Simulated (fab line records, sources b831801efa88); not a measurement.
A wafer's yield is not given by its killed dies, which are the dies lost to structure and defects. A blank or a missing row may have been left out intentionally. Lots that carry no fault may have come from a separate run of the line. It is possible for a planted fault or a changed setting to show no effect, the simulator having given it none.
Which tool did it? :: flow gf180mcu :: 13 lots with 39 wafers sampled at 4 steps, on a route of 602 steps

WHAT EACH GAUGE READ, for each wafer
GF_V5_THK_MEAS_03.
lot: L915
measured: day 26 11:05
on: filmMetro-03
V5_CVD_02_THK (nm): 1460 1469 1453

lot: L916
measured: day 26 20:11
on: filmMetro-03
V5_CVD_02_THK (nm): 1424 1437 1457

lot: L924
measured: day 29 09:32
on: filmMetro-03
V5_CVD_02_THK (nm): 1361 1336 1368

lot: L925
measured: day 29 19:50
on: filmMetro-04
V5_CVD_02_THK (nm): 1446 1459 1473

lot: L926
measured: day 29 23:31
on: filmMetro-04
V5_CVD_02_THK (nm): 1383 1372 1404

lot: L927
measured: day 30 03:07
on: filmMetro-01
V5_CVD_02_THK (nm): 1431 1465 1468

lot: L928
measured: day 30 07:29
on: filmMetro-04
V5_CVD_02_THK (nm): 1448 1469 1459

lot: L929
measured: day 30 18:04
on: filmMetro-04
V5_CVD_02_THK (nm): 1422 1435 1445

lot: L931
measured: day 31 12:57
on: filmMetro-01
V5_CVD_02_THK (nm): 1458 1438 1472

lot: L933
measured: day 32 10:34
on: filmMetro-04
V5_CVD_02_THK (nm): 1457 1476 1472

lot: L935
measured: day 32 11:08
on: filmMetro-03
V5_CVD_02_THK (nm): 1429 1424 1461

lot: L936
measured: day 32 13:52
on: filmMetro-03
V5_CVD_02_THK (nm): 1446 1476 1464

lot: L938
measured: day 33 03:46
on: filmMetro-01
V5_CVD_02_THK (nm): 1432 1419 1426

GF_V5_CD_MEAS_14: the cd target is 260 nm.
lot: L915
measured: day 27 08:50
on: cdSem-02
cdNm (nm): 257.1 257.6 258.4

lot: L916
measured: day 27 17:07
on: cdSem-02
cdNm (nm): 260.3 261.3 260.3

lot: L924
measured: day 30 04:46
on: cdSem-01
cdNm (nm): 262.7 261.1 262.6

lot: L925
measured: day 30 14:40
on: cdSem-01
cdNm (nm): 259.4 258.7 258.7

lot: L926
measured: day 30 18:31
on: cdSem-02
cdNm (nm): 257.4 258.5 258.7

lot: L927
measured: day 30 21:50
on: cdSem-02
cdNm (nm): 257.4 258.0 257.6

lot: L928
measured: day 31 00:46
on: cdSem-01
cdNm (nm): 259.9 260.3 259.3

lot: L929
measured: day 31 12:17
on: cdSem-01
cdNm (nm): 259.2 258.7 260.3

lot: L931
measured: day 32 06:08
on: cdSem-01
cdNm (nm): 258.5 258.2 258.7

lot: L933
measured: day 33 03:07
on: cdSem-01
cdNm (nm): 260.0 261.1 258.8

lot: L935
measured: day 33 03:56
on: cdSem-01
cdNm (nm): 261.5 261.1 261.0

lot: L936
measured: day 33 06:18
on: cdSem-01
cdNm (nm): 261.2 260.4 259.7

lot: L938
measured: day 33 20:02
on: cdSem-02
cdNm (nm): 260.6 260.3 259.3

WHAT TOOL EACH LOT RAN ON (gives the tool, then ch and the chambers of the sampled wafers, and finally the start)
lot: L915
GF_V4_SPUTTER_21: pvdSputter-03, day 24 12:59
GF_V5_CVD_02: pecvd-02 ch 0,1, day 26 10:59

lot: L916
GF_V4_SPUTTER_21: pvdSputter-02, day 24 22:14
GF_V5_CVD_02: pecvd-02 ch 1,2, day 26 20:05

lot: L924
GF_V4_SPUTTER_21: pvdSputter-03, day 27 14:50
GF_V5_CVD_02: pecvd-02 ch 0,2, day 29 09:26

lot: L925
GF_V4_SPUTTER_21: pvdSputter-03, day 28 03:18
GF_V5_CVD_02: pecvd-01 ch 0,2, day 29 19:44

lot: L926
GF_V4_SPUTTER_21: pvdSputter-04, day 28 07:05
GF_V5_CVD_02: pecvd-02 ch 0,1, day 29 23:24

lot: L927
GF_V4_SPUTTER_21: pvdSputter-04, day 28 10:10
GF_V5_CVD_02: pecvd-03 ch 0,2, day 30 03:00

lot: L928
GF_V4_SPUTTER_21: pvdSputter-04, day 28 15:34
GF_V5_CVD_02: pecvd-03 ch 1,2, day 30 07:22

lot: L929
GF_V4_SPUTTER_21: pvdSputter-03, day 29 02:01
GF_V5_CVD_02: pecvd-03 ch 0,2, day 30 17:57

lot: L931
GF_V4_SPUTTER_21: pvdSputter-04, day 29 21:51
GF_V5_CVD_02: pecvd-03 ch 0,1,2, day 31 12:50

lot: L933
GF_V4_SPUTTER_21: pvdSputter-04, day 30 22:00
GF_V5_CVD_02: pecvd-01 ch 1,2, day 32 10:28

lot: L935
GF_V4_SPUTTER_21: pvdSputter-03, day 31 00:13
GF_V5_CVD_02: pecvd-01 ch 0,1, day 32 11:02

lot: L936
GF_V4_SPUTTER_21: pvdSputter-02, day 31 02:02
GF_V5_CVD_02: pecvd-03 ch 0,1,2, day 32 13:44

lot: L938
GF_V4_SPUTTER_21: pvdSputter-04, day 31 18:02
GF_V5_CVD_02: pecvd-02 ch 0,1, day 33 03:39
- GF_V4_SPUTTER_21: material Ti, target thk 15 nm, time 80.02 s.
- GF_V5_CVD_02: deposits SiO2 from TEOS, target thk 1450 nm, time 163.28 s.

AS READ BY THE TOOLS THEMSELVES (means over the sampled wafers that have a number; for cases with no such wafer, the mark the record gives instead)
GF_V4_SPUTTER_21.
lot: L915
tool: pvdSputter-03
throttleValvePct (%): 29.6

lot: L916
tool: pvdSputter-02
throttleValvePct (%): 30.0

lot: L924
tool: pvdSputter-03
throttleValvePct (%): 29.3

lot: L925
tool: pvdSputter-03
throttleValvePct (%): 30.3

lot: L926
tool: pvdSputter-04
throttleValvePct (%): 29.6

lot: L927
tool: pvdSputter-04
throttleValvePct (%): 29.9

lot: L928
tool: pvdSputter-04
throttleValvePct (%): 29.7

lot: L929
tool: pvdSputter-03
throttleValvePct (%): 29.8

lot: L931
tool: pvdSputter-04
throttleValvePct (%): 29.3

lot: L933
tool: pvdSputter-04
throttleValvePct (%): 29.9

lot: L935
tool: pvdSputter-03
throttleValvePct (%): 29.4

lot: L936
tool: pvdSputter-02
throttleValvePct (%): 29.7

lot: L938
tool: pvdSputter-04
throttleValvePct (%): 28.8

GF_V5_CVD_02.
lot: L915
tool: pecvd-02
heaterPowerW (W): 610
rfFwdPowerW (W): 598.1

lot: L916
tool: pecvd-02
heaterPowerW (W): 655
rfFwdPowerW (W): 596.8

lot: L924
tool: pecvd-02
heaterPowerW (W): 630
rfFwdPowerW (W): 502.2

lot: L925
tool: pecvd-01
heaterPowerW (W): 626
rfFwdPowerW (W): 596.7

lot: L926
tool: pecvd-02
heaterPowerW (W): 680
rfFwdPowerW (W): 500.2

lot: L927
tool: pecvd-03
heaterPowerW (W): 759
rfFwdPowerW (W): 598.5

lot: L928
tool: pecvd-03
heaterPowerW (W): 646
rfFwdPowerW (W): 598.2

lot: L929
tool: pecvd-03
heaterPowerW (W): 691
rfFwdPowerW (W): 598.9

lot: L931
tool: pecvd-03
heaterPowerW (W): 741
rfFwdPowerW (W): 597.6

lot: L933
tool: pecvd-01
heaterPowerW (W): 585
rfFwdPowerW (W): 599.1

lot: L935
tool: pecvd-01
heaterPowerW (W): 620
rfFwdPowerW (W): 599.1

lot: L936
tool: pecvd-03
heaterPowerW (W): 699
rfFwdPowerW (W): 595.2

lot: L938
tool: pecvd-02
heaterPowerW (W): 646
rfFwdPowerW (W): 599.7

THE ANSWER, worked out from the rows above alone
Rule: what is usual is taken from the lots themselves. Put in order of their means at a reading, lots are off if they are a third of the lots or fewer, leave a main group of 4 or more, and stand apart from it by a gap of 3 or more times the standard deviation of the main group's means; of several such gaps the widest counts. If all means in a main group match to the digits the tables above print for the reading, that group is not used. Also off: a lot with no number at a reading for which 4 or more lots have one. Any other lot the step has rows for is counted as sound. The gauges are gone through in route order, then the tools' own readings, and for those a lot's mean is taken as printed above. At the first step where some lot is off, the reading lying furthest off is the one used; lots without a number count as furthest.
Off: L924, L926 (GF_V5_CVD_02, rfFwdPowerW). The main group: mean 598.0 W, standard deviation 1.3.
A tool fits if, at that step or a process step before it, it ran every lot that is off, and no sound lot after the first of them. None of those tried fits.

WHAT HAD BEEN PUT IN BY THE SIMULATOR
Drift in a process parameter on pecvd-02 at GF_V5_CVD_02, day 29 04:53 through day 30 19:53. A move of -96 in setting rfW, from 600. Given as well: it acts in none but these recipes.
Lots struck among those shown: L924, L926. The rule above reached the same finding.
